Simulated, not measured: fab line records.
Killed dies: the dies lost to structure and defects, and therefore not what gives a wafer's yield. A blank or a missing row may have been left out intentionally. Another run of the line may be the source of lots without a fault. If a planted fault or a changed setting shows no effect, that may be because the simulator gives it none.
Comparing a struck lot with a sound one + flow sky130 + 15 out of 708 route steps
Sound: these wafers, L631.2, L631.3, L631.4. Wafers L643.2, L643.4, L643.6 were the ones struck. At the end, the cause is stated.
Order at every step that has rows: each side's tool, ch and its chambers, its first start. Under that, the readings that differ: sound wafers + struck wafers + difference of the means + sigmas: that difference in standard deviations of wafers without a fault.
alike: words and numbers the same on both sides, and readings whose means are apart by under 2 such deviations; not compared: readings that were withheld, readings missing a value for some wafer, numbers with overlapping values and no deviation given by the record, and bounds like >300 which may hide the same value.
A row with sigmas, a row that says differs or no value, or rows on one side alone: a step with any of these is where the two part. Numbers that don't overlap but have no deviation are shown without sigmas and don't part them. A reading that every wafer of one side lacks parts them only if that side has two wafers or more.

first, 7 steps without rows for these wafers: SKY_LDD_N_DEHYDRATE_00 (time 60 s); SKY_LDD_N_HMDS_01 (prime time 60 s); SKY_LDD_N_COAT_02 (resist thk 300 nm); SKY_LDD_N_SOFTBAKE_03 (time 60 s); SKY_LDD_N_EXPOSE_04 (exposes mask NTM, target cd 840 nm); SKY_LDD_N_PEB_05; SKY_LDD_N_DEVELOP_06 (develop time 60 s).
SKY_LDD_N_OVL_MEAS_07:
  sound: overlay-01 at day 21 12:40; struck: overlay-02 at day 24 19:26
  alike: LDD_N_OVL
then, 4 steps without rows for these wafers: SKY_LDD_N_IMPLANT_08; SKY_LDD_N_IMPLANT_09; SKY_LDD_N_IMPLANT_10; SKY_LDD_N_IMPLANT_11.
SKY_LDD_N_IMPLANT_12:
  sound on implanter-02 ch 0, day 21 13:19; struck on implanter-03 ch 0, day 24 20:05
| reading            | sound                         | struck                        | difference | sigmas      |
|--------------------|-------------------------------|-------------------------------|------------|-------------|
| dose_ions_cm2      | 5.004e+12 5.004e+12 5.009e+12 | 8.599e+12 8.598e+12 8.611e+12 | +3.597e+12 | +99 or more |
| faraday_current_uA | 28.6 28.7 28.0                | 49.7 48.4 48.1                | +20.3      | +42         |
following that, these wafers have no rows for 1 step: SKY_LDD_N_IMPLANT_13.
-- a jump in the record: the struck wafers' starts before and after are 26 days apart (it breaks off in module LDD_N and resumes in module PAD_OPEN, where the first step shown is number 708 of the route) --
SKY_PAD_OPEN_PROBE_99:
  sound: prober-01 at day 48 04:23; struck: prober-01 at day 50 09:26
| reading                                   | sound                | struck               | difference | sigmas |
|-------------------------------------------|----------------------|----------------------|------------|--------|
| model.etest.nfet_01v8_lvt.drive_ua_um     | 538.5 535.5 545      | 498.2 497.2 497.6    | -42.0      |        |
| model.etest.nfet_01v8.r_on_ohm_um         | 865.3 881.7 872.9    | 930.4 924.5 913.1    | +49.4      |        |
| model.etest.nfet_01v8.drive_ua_um         | 471.2 467.1 473.6    | 437.7 433.1 435.5    | -35.2      |        |
| model.etest.nfet_01v8_swapped.drive_ua_um | 472.9 465.6 474.9    | 434 434.2 437.6      | -36        |        |
| model.etest.tip_n.rs_ohm_sq               | 445.1 441 441.5      | 454.7 455 455.3      | +12.5      |        |
| model.etest.nfet_01v8_lvt.vt_sat_v (V)    | 0.5495 0.5555 0.5519 | 0.6287 0.6292 0.6234 | +0.0748    |        |
| model.etest.sram_nfet_pass.vt_sat_v (V)   | 0.5794 0.6001 0.5935 | 0.65 0.6489 0.616    | +0.05      |        |
  alike: killed_at_M0_to_M3, killed_at_M4_up, killed_at_contacts, killed_at_front_end, killed_at_other, killed_dies, killed_open, killed_short
  not compared: model.etest.sram_nfet_pass.drive_ua_um

WHERE THEY PART
Only at SKY_LDD_N_IMPLANT_12, within this record. Later steps at which nothing parts them and some readings are alike: SKY_PAD_OPEN_PROBE_99.

WHY: the cause the simulator had injected
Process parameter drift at SKY_LDD_N_IMPLANT_12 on implanter-03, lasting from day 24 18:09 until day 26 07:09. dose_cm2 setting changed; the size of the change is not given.
